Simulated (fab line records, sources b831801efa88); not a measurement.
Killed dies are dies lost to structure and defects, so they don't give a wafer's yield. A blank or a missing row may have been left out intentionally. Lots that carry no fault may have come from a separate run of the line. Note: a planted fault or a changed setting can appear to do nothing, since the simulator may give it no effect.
Which tool was responsible?    flow gf180mcu    21 wafers from 7 lots sampled at 2 of the route's 602 steps

== WHAT EACH GAUGE READ, for each wafer ==
GF_V4_THK_MEAS_03.
lot   measured      on            V4_CVD_02_THK (nm)
L134  day 24 05:37  filmMetro-01  839 860 845
L135  day 24 20:03  filmMetro-03  850 842 861
L138  day 25 15:22  filmMetro-04  849 839 858
L146  day 28 02:51  filmMetro-01  847 836 843
L150  day 28 20:29  filmMetro-04  852 857 855
L153  day 29 11:01  filmMetro-04  855 850 855
L155  day 30 03:16  filmMetro-03  852 863 857

== TOOL THAT RAN EACH LOT (tool first, then ch and the chambers of the sampled wafers, then the start) ==
lot   GF_M4_METAL_ETCH_16
L134  rieMetal-04 ch 0,1, day 24 04:44
L135  rieMetal-01 ch 0,1, day 24 19:10
L138  rieMetal-01 ch 0,1, day 25 14:10
L146  rieMetal-04 ch 0,1, day 28 01:59
L150  rieMetal-01 ch 0,1, day 28 19:35
L153  rieMetal-04 ch 0,1, day 29 10:08
L155  rieMetal-04 ch 1, day 30 02:17
- GF_M4_METAL_ETCH_16: etches the open film in Cl2/BCl3, stops on SiO2, target depth 750.8 nm, time 125.1 s.

== THE ANSWER, worked out from the rows above alone ==
Rule: what is usual is taken from the lots themselves. Put in order of their means at a reading, lots are off if they are a third of the lots or fewer, leave a main group of 4 or more, and stand apart from it by a gap of 3 or more times the standard deviation of the main group's means; of several such gaps the widest counts. If all means in a main group match to the digits the tables above print for the reading, that group is not used. A lot without any number at a reading at which 4 lots or more have one is off too. All remaining lots with rows at the step are treated as sound.
None of the lots is off at any reading shown; this tells nothing.

== WHAT HAD BEEN PUT IN BY THE SIMULATOR ==
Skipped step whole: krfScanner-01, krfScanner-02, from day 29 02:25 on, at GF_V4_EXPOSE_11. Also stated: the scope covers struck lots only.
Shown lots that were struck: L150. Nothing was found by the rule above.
